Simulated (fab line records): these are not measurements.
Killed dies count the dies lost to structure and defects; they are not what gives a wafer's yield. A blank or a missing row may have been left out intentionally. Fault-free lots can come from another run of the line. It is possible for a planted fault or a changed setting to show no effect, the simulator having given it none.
Problem report, 8D (eight disciplines) form, completed by code | flow sky130 | the parts of the form that need people (team, actions taken, sign-off) are left out

1. WHAT WENT WRONG
Wafers without a fault read 56.59 W, standard deviation 0.042; heater power total W at SKY_CAP2M_SOFTBAKE_08 reads a mean of 58.83 W on 6 wafers belonging to 2 lots. Measured from the usual mean, that is +53 standard deviations.
The step: time 60 s.
Seen first at day 42 22:03 on litho track-02, wafer L727.1. The record has a number at this step for 36 wafers belonging to 12 lots. Rule for "out" (also "out of limits"): further than 4 standard deviations from the usual mean. The rest of the wafers with a number are treated as sound.

2. WHAT IT IS; WHAT IT IS NOT
question                    | is                                 | is not
which readings at this step | heater power total W, plate temp C | -
which lots                  | L727, L728                         | L718, L719, L720, L730, L732, L733, L734, L737, L739, L741
which wafers of those lots  | all that have a number             | -
read on which tools         | litho track-02                     | litho track-01, litho track-04
when                        | from day 42 22:03                  | up to then (9 sound wafers); but 21 sound wafers of L730, L732, L733, L734, L737, L739, L741 came after

3. SUSPECTS, AND WHAT RULES EACH OUT
Counting: a tool stays on the suspect list if, at a process step up to the reading, it processed all lots that are out and no sound lot following the first of them.
- litho track-02 at SKY_CAP2M_SOFTBAKE_08 (time 60 s): kept. It processed each lot that is out, first L727 at day 42 22:03, and no sound lot thereafter; up to then, the last sound lot it processed was L718 at day 39 23:09. Its own heater power total W, plate temp C readings are out on those wafers.
The count leaves litho track-02 at SKY_CAP2M_SOFTBAKE_08.

4. THE CAUSE (what the simulator had put in)
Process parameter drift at SKY_CAP2M_SOFTBAKE_08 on litho track-02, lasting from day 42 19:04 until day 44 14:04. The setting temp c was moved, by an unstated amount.
After counting, this tool was the only one left.

5. SEQUENCE OF EFFECTS, ordered by route
Each row: a reading whose mean over the struck wafers that have a number lies more than 3 standard deviations from the usual. Only readings whose record carries a usual standard deviation are examined. hours: median over the lots of the time between each lot's start at the first step of this table that gives one and its start at this step. sigmas: the change, counted in usual standard deviations.
hours | step                  | reading              | usual   | on struck wafers | change | sigmas
0     | SKY_CAP2M_SOFTBAKE_08 | heater power total W | 56.59 W | 58.83            | +2.24  | +53
0     | SKY_CAP2M_SOFTBAKE_08 | plate temp C         | 89.98 C | 92.50            | +2.52  | +18
The process steps in it:
- SKY_CAP2M_SOFTBAKE_08: time 60 s.

6. WHAT WOULD HAVE CAUGHT IT SOONER
In this record no reading fell out of limits until day 42 22:03, 3 hours after the fault had begun at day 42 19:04.
